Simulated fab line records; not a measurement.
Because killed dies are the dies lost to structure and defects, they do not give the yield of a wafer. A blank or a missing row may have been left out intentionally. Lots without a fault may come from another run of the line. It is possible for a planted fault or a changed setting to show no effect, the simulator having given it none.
A lot that was struck, set against a sound lot | flow sky130 | 32 out of 708 route steps
Sound: the wafers L298.3, L298.5, L298.6. Wafers struck: L308.2, L308.3, L308.4. The cause comes at the end.
At each step with rows: each side's tool, then ch and its chambers, then its first start. Under that, the readings that differ: sound wafers | struck wafers | difference of the means | sigmas: that difference in standard deviations of wafers without a fault.
alike: readings with means less than 2 such deviations apart, plus words and numbers identical on both sides. not compared: withheld readings, readings lacking a value on some wafer, bounds such as >300 that could conceal the same value, and numbers that have no deviation in the record and whose values overlap.
A row with sigmas, a row that says differs or no value, or rows on one side alone: a step with any of these is where the two part. Numbers that have no deviation but don't overlap get no sigmas and don't part them. A reading missing from all wafers of one side parts the sides only when that side holds two or more wafers.

SKY_PWDE_OVL_MEAS_07:
  sound on overlay-01 at day 5 12:40; struck on overlay-01 at day 7 19:13
  alike: PWDE_OVL
following that, these wafers have no rows for 1 step: SKY_PWDE_IMPLANT_08.
SKY_PWDE_STRIP_09: strips in O2/N2.
  sound on plasma-asher-01 ch 0,1, day 5 12:52; struck on plasma-asher-03 ch 0,1, day 7 19:23
  alike: drypump-motor-current-A, oes-product-au, strip-time-to-endpoint-s
  not compared: rf-hours-counter-h
SKY_PWDE_TW_MEAS_10:
  sound on film-metro-01 at day 5 12:58; struck on film-metro-01 at day 7 19:30
  alike: PWDE_TW
then, 7 steps without rows for these wafers: SKY_NWELL_DEHYDRATE_03 (time 60 s); SKY_NWELL_HMDS_04 (prime time 60 s); SKY_NWELL_COAT_05 (resist thk 3000 nm); SKY_NWELL_SOFTBAKE_06; SKY_NWELL_EXPOSE_07 (exposes mask NWM, target cd 840 nm); SKY_NWELL_PEB_08; SKY_NWELL_DEVELOP_09 (develop time 60 s).
SKY_NWELL_OVL_MEAS_10:
  sound on overlay-01 at day 6 06:58; struck on overlay-01 at day 8 15:46
  alike: NWELL_00_OVL
SKY_NWELL_IMPLANT_11:
  sound on implanter-02 ch 0, day 6 07:02; struck on implanter-03 ch 0, day 8 15:49
  reading                   | sound                | struck               | difference | sigmas
  beam-energy-keV           | 399.93 400.04 399.90 | 363.55 363.57 363.76 | -36.33     | -99 or more
  model.implant.rp-nm (nm)  | 506.4 506.4 506.4    | 436.2 436.2 436.2    | -70.2      |
  model.implant.drp-nm (nm) | 116.9 116.9 116.9    | 110.9 110.9 110.9    | -6.0       |
then, 2 steps without rows for these wafers: SKY_NWELL_IMPLANT_12; SKY_NWELL_IMPLANT_13.
SKY_NWELL_STRIP_14: strips in O2/N2.
  sound on plasma-asher-01 ch 0,1, day 6 07:29; struck on plasma-asher-01 ch 0,1, day 8 16:14
  alike: drypump-motor-current-A, oes-product-au, strip-time-to-endpoint-s
  not compared: rf-hours-counter-h
SKY_NWELL_TW_MEAS_15:
  sound on film-metro-01 at day 6 07:34; struck on film-metro-01 at day 8 16:21
  alike: NWELL_TW
then, 7 steps without rows for these wafers: SKY_NWELL_DEHYDRATE_16 (time 60 s); SKY_NWELL_HMDS_17 (prime time 60 s); SKY_NWELL_COAT_18 (resist thk 3000 nm); SKY_NWELL_SOFTBAKE_19; SKY_NWELL_EXPOSE_20 (exposes mask NWM COMPLEMENT, target cd 840 nm); SKY_NWELL_PEB_21; SKY_NWELL_DEVELOP_22 (develop time 60 s).
SKY_NWELL_OVL_MEAS_23:
  sound on overlay-02 at day 7 02:30; struck on overlay-01 at day 9 13:47
  alike: NWELL_01_OVL
following that, these wafers have no rows for 1 step: SKY_NWELL_IMPLANT_24.
SKY_NWELL_STRIP_25: strips in O2/N2.
  sound on plasma-asher-02 ch 0,1, day 7 02:43; struck on plasma-asher-02 ch 0,1, day 9 13:58
  alike: drypump-motor-current-A, oes-product-au, strip-time-to-endpoint-s
  not compared: rf-hours-counter-h
SKY_NWELL_TW_MEAS_26:
  sound on film-metro-04 at day 7 02:47; struck on film-metro-04 at day 9 14:05
  alike: NWELL_2_TW
then, 1 step without rows for these wafers: SKY_NWELL_CLEAN_27 (cleans in SC1/SC2, time 150 s).
SKY_NWELL_RTA_28: time 30 s.
  sound on rtp-anneal-01 ch 0, day 7 02:55; struck on rtp-anneal-02 ch 0, day 9 14:12
  alike: lamp-power-pct, wafer_temp_C_max
SKY_NWELL_RS_MEAS_29: measures by four-point-probe.
  sound on film-metro-01 at day 7 03:01; struck on film-metro-03 at day 9 14:18
  reading           | sound             | struck            | difference | sigmas
  NWELL_RS (ohm/sq) | 626.6 626.2 625.5 | 642.5 641.1 640.7 | +15.3      | +8
-- the record jumps here: 40 days lie between the struck wafers' starts before and after (it left off in module NWELL and takes up again in module PAD_OPEN, whose first step shown is number 708 of the route) --
SKY_PAD_OPEN_PROBE_99:
  sound on prober-02 at day 47 17:56; struck on prober-02 at day 49 21:35
  reading                                 | sound                         | struck                       | difference | sigmas
  model.etest.pfet_16v.r-on-ohm-um        | 1.497e+04 1.506e+04 1.495e+04 | 1.57e+04 1.567e+04 1.576e+04 | +7.17e+02  |
  model.etest.res-nwell.line-ohm-um       | 1110 1097 1111                | 1548 1567 1543               | +447       |
  model.etest.res-nwell.rs-ohm-sq         | 925.6 925.3 923.2             | 1267 1283 1276               | +351       |
  model.etest.pfet-g5v0d10v5.r-on-ohm-um  | 4752 4744 4698                | 4900 4810 4906               | +141       |
  model.etest.tip_p_5v.rs-ohm-sq          | 2829 2824 2821                | 2992 2974 2961               | +151       |
  model.etest.res-iso-pwell.width-nm (nm) | 2657 2649 2656                | 2667 2669 2678               | +17        |
  model.etest.res-nwell.width-nm (nm)     | 827.5 828.5 833.8             | 816.6 822.1 820              | -10.4      |
  model.etest.pfet-g5v0d10v5.drive-ua-um  | 342.5 348.8 343.2             | 325.8 329.3 323.2            | -18.7      |
  alike: killed_at_M0_to_M3, killed_at_M4_up, killed-at-contacts, killed-at-front-end, killed-at-other, killed-dies, killed-open, killed-short

WHERE THEY PART
Earliest at SKY_NWELL_IMPLANT_11; latest, in this record, at SKY_NWELL_RS_MEAS_29. Later steps at which nothing parts them and some readings are alike: SKY_PAD_OPEN_PROBE_99.

WHY: what had been put in by the simulator
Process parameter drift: implanter-03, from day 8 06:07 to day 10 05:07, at SKY_NWELL_IMPLANT_11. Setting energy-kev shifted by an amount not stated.
